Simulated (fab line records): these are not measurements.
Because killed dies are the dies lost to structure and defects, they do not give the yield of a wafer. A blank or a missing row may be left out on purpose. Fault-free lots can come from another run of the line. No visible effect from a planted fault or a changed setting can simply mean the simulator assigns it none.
Matching of chambers || flow sky130 || SKY_POLY_GATE_ETCH_17 on rieSi-02 has 4 sister chambers
The step etches poly-Si in HBr/Cl2, stops on SiO2, target depth 180 nm, time 70.5 s. 7 wafers are shown with their chamber, then 7 later ones without.

== WAFERS, EACH WITH ITS CHAMBER ==
{"wafer": "L754.4", "chamber": 3, "drypumpMotorCurrentA (A)": 5.7, "oesProductAu (a.u.)": 0.994}
{"wafer": "L754.5", "chamber": 2, "drypumpMotorCurrentA (A)": 5.8, "oesProductAu (a.u.)": 0.975}
{"wafer": "L753.2", "chamber": 2, "drypumpMotorCurrentA (A)": 5.9, "oesProductAu (a.u.)": 0.977}
{"wafer": "L753.3", "chamber": 0, "drypumpMotorCurrentA (A)": 6.2, "oesProductAu (a.u.)": 0.987}
{"wafer": "L753.5", "chamber": 3, "drypumpMotorCurrentA (A)": 5.8, "oesProductAu (a.u.)": 1.008}
{"wafer": "L764.2", "chamber": 1, "drypumpMotorCurrentA (A)": 5.2, "oesProductAu (a.u.)": 1.009}
{"wafer": "L764.5", "chamber": 1, "drypumpMotorCurrentA (A)": 5.2, "oesProductAu (a.u.)": 1.003}

== WAFERS WHOSE CHAMBER IS MISSING ==
{"wafer": "L764.6", "drypumpMotorCurrentA (A)": 6.2, "oesProductAu (a.u.)": 0.971}
{"wafer": "L769.2", "drypumpMotorCurrentA (A)": 5.2, "oesProductAu (a.u.)": 0.997}
{"wafer": "L769.3", "drypumpMotorCurrentA (A)": 5.7, "oesProductAu (a.u.)": 0.978}
{"wafer": "L769.5", "drypumpMotorCurrentA (A)": 5.2, "oesProductAu (a.u.)": 0.993}
{"wafer": "L770.1", "drypumpMotorCurrentA (A)": 5.7, "oesProductAu (a.u.)": 0.991}
{"wafer": "L770.3", "drypumpMotorCurrentA (A)": 5.8, "oesProductAu (a.u.)": 0.984}
{"wafer": "L770.5", "drypumpMotorCurrentA (A)": 5.8, "oesProductAu (a.u.)": 0.985}

== THE CHAMBER EACH PASSED THROUGH ==
{"wafer": "L764.6", "from the rows above": 0, "in truth": 0}
{"wafer": "L769.2", "from the rows above": 1, "in truth": 1}
{"wafer": "L769.3", "from the rows above": "can't be placed: 2 or 3", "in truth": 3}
{"wafer": "L769.5", "from the rows above": 1, "in truth": 1}
{"wafer": "L770.1", "from the rows above": "can't be placed: 3 or 2", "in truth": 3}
{"wafer": "L770.3", "from the rows above": "can't be placed: 2 or 3", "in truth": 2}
{"wafer": "L770.5", "from the rows above": "can't be placed: 2 or 3", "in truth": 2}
Correctly placed: 3 of 7. These rows do not allow placing 4 (true chamber among the candidates in 4). Placed wrongly: 0.
How it was worked out, from the rows above alone: a wafer's distance from a chamber is the root of the sum, over the readings, of the square of ((its reading less the chamber's mean) divided by the reading's scatter). If the next closest chamber is less than 2 further off than the closest, the wafer can't be placed; otherwise it belongs to the closest. The mean given for a chamber averages the wafers shown for that chamber. The scatter: take each reading less its chamber's mean, square it, sum over the shown wafers, divide by the number of wafers less the number of chambers, and take the root.
